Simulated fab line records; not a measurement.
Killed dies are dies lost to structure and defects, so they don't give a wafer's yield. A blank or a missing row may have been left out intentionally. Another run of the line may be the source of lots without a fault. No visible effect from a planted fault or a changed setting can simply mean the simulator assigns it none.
The tool behind it: which one? | flow gf180mcu | 39 wafers from 13 lots sampled at 5 of the route's 602 steps

WHAT THE GAUGES READ, wafer by wafer
GF_M2_OVL_MEAS_15. Usual: M2_OVL 0 nm, standard deviation 6.3.
lot  | measured     | on         | M2_OVL (nm) | flag
L954 | day 19 20:02 | overlay-02 | -2 -4 0     |
L956 | day 20 12:36 | overlay-01 | 3 2 -3      |
L958 | day 21 02:47 | overlay-01 | -6 -4 -4    |
L959 | day 21 15:12 | overlay-01 | 1 -4 -2     |
L960 | day 21 22:25 | overlay-02 | 8 8 5       |
L961 | day 22 06:32 | overlay-02 | 1 9 9       |
L962 | day 22 17:59 | overlay-01 | 5 6 5       |
L970 | day 25 07:28 | overlay-02 | -7 -1 -2    |
L972 | day 25 21:37 | overlay-02 | 11 2 8      |
L973 | day 26 07:20 | overlay-02 | 4 6 -5      |
L974 | day 26 15:23 | overlay-02 | -1 -2 0     |
L975 | day 26 21:36 | overlay-02 | -5 -4 3     |
L976 | day 26 21:49 | overlay-02 | 0 2 3       |

GF_V2_THK_MEAS_01. Usual: V2_CVD_00_THK 603 nm, standard deviation 6.5.
lot  | measured     | on            | V2_CVD_00_THK (nm) | flag
L954 | day 19 20:47 | film-metro-03 | 608 598 608        |
L956 | day 20 13:21 | film-metro-04 | 595 607 600        |
L958 | day 21 03:33 | film-metro-04 | 594 602 605        |
L959 | day 21 15:58 | film-metro-04 | 603 595 599        |
L960 | day 21 23:13 | film-metro-02 | 599 599 603        |
L961 | day 22 07:22 | film-metro-03 | 600 602 603        |
L962 | day 22 18:46 | film-metro-02 | 597 595 592        |
L970 | day 25 08:14 | film-metro-04 | 604 600 603        |
L972 | day 25 22:24 | film-metro-04 | 604 618 600        |
L973 | day 26 08:05 | film-metro-02 | 617 603 603        |
L974 | day 26 16:08 | film-metro-03 | 610 600 618        |
L975 | day 26 22:23 | film-metro-02 | 610 610 615        |
L976 | day 26 22:35 | film-metro-02 | 606 599 607        |

GF_V2_CD_MEAS_14: target cd 260 nm. Usual: cd-nm at 259.7 nm, with a standard deviation of 0.98.
lot  | measured     | on        | cd-nm (nm)        | flag
L954 | day 20 22:01 | cd-sem-02 | 259.1 259.4 260.2 |
L956 | day 21 14:11 | cd-sem-01 | 260.0 259.2 261.0 |
L958 | day 22 03:37 | cd-sem-01 | 260.6 260.4 260.7 |
L959 | day 22 15:32 | cd-sem-01 | 262.3 261.7 262.2 |
L960 | day 22 22:34 | cd-sem-01 | 279.4 268.7 268.8 | OFF
L961 | day 23 06:59 | cd-sem-01 | 275.9 264.7 281.3 | OFF
L962 | day 23 17:47 | cd-sem-01 | 259.1 259.4 261.3 |
L970 | day 26 05:24 | cd-sem-02 | 258.1 257.9 258.3 |
L972 | day 26 20:01 | cd-sem-02 | 259.5 259.8 259.3 |
L973 | day 27 05:42 | cd-sem-01 | 259.7 259.1 259.6 |
L974 | day 27 12:49 | cd-sem-01 | 260.3 260.0 260.6 |
L975 | day 27 19:56 | cd-sem-02 | 259.2 259.1 259.0 |
L976 | day 27 20:32 | cd-sem-02 | 259.0 259.4 259.3 |

WHAT TOOL EACH LOT RAN ON (gives the tool, then ch and the chambers of the sampled wafers, and finally the start)
lot  | GF_M2_SPUTTER_03             | GF_V2_EXPOSE_11
L954 | pvd-sputter-01, day 18 19:40 | krf-scanner-01 ch 0, day 20 09:41
L956 | pvd-sputter-04, day 19 12:07 | krf-scanner-01 ch 0, day 21 02:26
L958 | pvd-sputter-04, day 20 03:10 | krf-scanner-02 ch 0, day 21 16:05
L959 | pvd-sputter-02, day 20 15:25 | krf-scanner-02 ch 0, day 22 04:05
L960 | pvd-sputter-02, day 20 22:48 | krf-scanner-02 ch 0, day 22 10:59
L961 | pvd-sputter-02, day 21 06:56 | krf-scanner-02 ch 0, day 22 19:47
L962 | pvd-sputter-04, day 21 18:22 | krf-scanner-01 ch 0, day 23 06:45
L970 | pvd-sputter-02, day 24 09:25 | krf-scanner-01 ch 0, day 25 19:37
L972 | pvd-sputter-01, day 25 00:19 | krf-scanner-01 ch 0, day 26 09:25
L973 | pvd-sputter-01, day 25 09:59 | krf-scanner-02 ch 0, day 26 20:01
L974 | pvd-sputter-01, day 25 18:01 | krf-scanner-02 ch 0, day 27 02:35
L975 | pvd-sputter-04, day 26 01:20 | krf-scanner-01 ch 0, day 27 09:59
L976 | pvd-sputter-02, day 26 01:27 | krf-scanner-01 ch 0, day 27 10:27
- GF_M2_SPUTTER_03: material Ti, target thk 10 nm, time 6.7 s.
- GF_V2_EXPOSE_11: exposes mask Via2, target cd 260 nm.

AS READ BY THE TOOLS THEMSELVES (means over the sampled wafers that have a number; for cases with no such wafer, the mark the record gives instead)
GF_M2_SPUTTER_03. Usual: throttle-valve-pct at 30.2 %, with a standard deviation of 1.1.
lot  | tool           | throttle-valve-pct (%) | flag
L954 | pvd-sputter-01 | 30.2                   |
L956 | pvd-sputter-04 | 29.3                   |
L958 | pvd-sputter-04 | 29.6                   |
L959 | pvd-sputter-02 | 31.2                   |
L960 | pvd-sputter-02 | 30.5                   |
L961 | pvd-sputter-02 | 31.1                   |
L962 | pvd-sputter-04 | 29.5                   |
L970 | pvd-sputter-02 | 31.2                   |
L972 | pvd-sputter-01 | 30.4                   |
L973 | pvd-sputter-01 | 30.9                   |
L974 | pvd-sputter-01 | 31.5                   |
L975 | pvd-sputter-04 | 29.6                   |
L976 | pvd-sputter-02 | 30.5                   |

THE ANSWER, worked out from the rows above alone
Rule: a lot is off if the mean of its wafers that have a number lies more than 3 standard deviations from the usual mean. Also off: a lot with no number at a reading for which 4 or more lots have one. All remaining lots with rows at the step are treated as sound. Order of review: gauges by route order, followed by the tools' own readings, for which a lot's mean as printed above is used. The first step at which some lot is off is used, and at that step the reading that is off furthest; a lot without a number counts as furthest.
Off, at GF_V2_CD_MEAS_14 on cd-nm: L960, L961.
A tool fits if, at a process step before that reading, it ran every lot that is off, and no sound lot after the first of them. Gauges at GF_V2_CD_MEAS_14: tried the same way as those tools. Of those tried, none fits.

WHAT THE SIMULATOR HAD PUT IN
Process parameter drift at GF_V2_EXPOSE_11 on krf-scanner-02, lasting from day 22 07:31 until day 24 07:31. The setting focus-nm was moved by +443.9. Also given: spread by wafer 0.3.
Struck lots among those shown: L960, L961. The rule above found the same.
